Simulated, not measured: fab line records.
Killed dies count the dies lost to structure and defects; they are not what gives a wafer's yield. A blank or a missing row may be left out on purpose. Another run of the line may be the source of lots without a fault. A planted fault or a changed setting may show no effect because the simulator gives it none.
Which tool is to blame? || flow gf180mcu || 18 wafers from 6 lots sampled at 4 of the route's 602 steps

WHAT THE GAUGES READ, wafer by wafer
GF_V5_THK_MEAS_01.
{"lot": "L646", "measured": "day 26 20:14", "on": "film metro-04", "V5_CVD_00_THK (nm)": "590.4 601.5 604.2 590.7 601.5 603.6"}
{"lot": "L650", "measured": "day 28 02:07", "on": "film metro-03", "V5_CVD_00_THK (nm)": "584.6 592.3 587.3 584.4 592.4 587.1"}
{"lot": "L660", "measured": "day 31 00:53", "on": "film metro-03", "V5_CVD_00_THK (nm)": "298.8 298.0 293.5"}
{"lot": "L662", "measured": "day 31 21:52", "on": "film metro-01", "V5_CVD_00_THK (nm)": "295.5 294.5 295.9"}
{"lot": "L665", "measured": "day 32 10:58", "on": "film metro-03", "V5_CVD_00_THK (nm)": "297.0 298.0 299.8"}
{"lot": "L666", "measured": "day 32 13:41", "on": "film metro-04", "V5_CVD_00_THK (nm)": "306.0 304.2 300.5"}

TOOL THAT RAN EACH LOT (tool first, then ch and the chambers of the sampled wafers, then the start)
{"lot": "L646", "GF_M4_SPUTTER_01": "pvd sputter-04, day 22 22:46", "GF_M5_ETCH_09": "rie diel-03 ch 0,1,3, day 26 18:56", "GF_V5_CVD_00": "hdpcvd-01 ch 0,1,2, day 26 19:58"}
{"lot": "L650", "GF_M4_SPUTTER_01": "pvd sputter-01, day 24 07:50", "GF_M5_ETCH_09": "rie diel-02 ch 0,1, day 28 00:49", "GF_V5_CVD_00": "hdpcvd-02 ch 1,2, day 28 01:51"}
{"lot": "L660", "GF_M4_SPUTTER_01": "pvd sputter-01, day 27 15:16", "GF_M5_ETCH_09": "rie diel-01 ch 0,2, day 31 00:08", "GF_V5_CVD_00": "hdpcvd-02 ch 0,1, day 31 00:50"}
{"lot": "L662", "GF_M4_SPUTTER_01": "pvd sputter-01, day 28 16:40", "GF_M5_ETCH_09": "rie diel-01 ch 1,2,3, day 31 21:08", "GF_V5_CVD_00": "hdpcvd-02 ch 1,2, day 31 21:50"}
{"lot": "L665", "GF_M4_SPUTTER_01": "pvd sputter-04, day 29 08:41", "GF_M5_ETCH_09": "rie diel-01 ch 0,3, day 32 10:11", "GF_V5_CVD_00": "hdpcvd-02 ch 0,1,2, day 32 10:55"}
{"lot": "L666", "GF_M4_SPUTTER_01": "pvd sputter-04, day 29 11:20", "GF_M5_ETCH_09": "rie diel-03 ch 2,3, day 32 12:56", "GF_V5_CVD_00": "hdpcvd-01 ch 0,2, day 32 13:38"}
- GF_M4_SPUTTER_01: material TiN, target thk 30 nm, time 25 s.
- GF_M5_ETCH_09: etches Si3N4 in CF4/O2, target depth 52 nm, time 11.6 s.
- GF_V5_CVD_00: deposits SiO2, target thk 300 nm, time 50 s.

THE ANSWER, worked out from the rows above alone
Rule: usual is defined by the lots themselves. The widest of any qualifying gaps counts: lots, ordered by their means at a reading, are off when they make up no more than a third of the lots, leave a main group of 4 or more, and stand apart from it by 3 or more times the standard deviation of that group's means. The tables above print the reading to a certain number of digits; a main group whose means all agree to those digits is not used. A lot without any number at a reading at which 4 lots or more have one is off too. The other lots that the step has rows for count as sound.
Off: at GF_V5_THK_MEAS_01 (V5_CVD_00_THK), L646, L650. Mean 298.5 nm and standard deviation 3.1 in the main group.
A tool fits if, at a process step before that reading, it ran every lot that is off, and no sound lot after the first of them. Gauges at GF_V5_THK_MEAS_01: tried the same way as those tools. Not one of the candidates tried fits.

WHAT HAD BEEN PUT IN BY THE SIMULATOR
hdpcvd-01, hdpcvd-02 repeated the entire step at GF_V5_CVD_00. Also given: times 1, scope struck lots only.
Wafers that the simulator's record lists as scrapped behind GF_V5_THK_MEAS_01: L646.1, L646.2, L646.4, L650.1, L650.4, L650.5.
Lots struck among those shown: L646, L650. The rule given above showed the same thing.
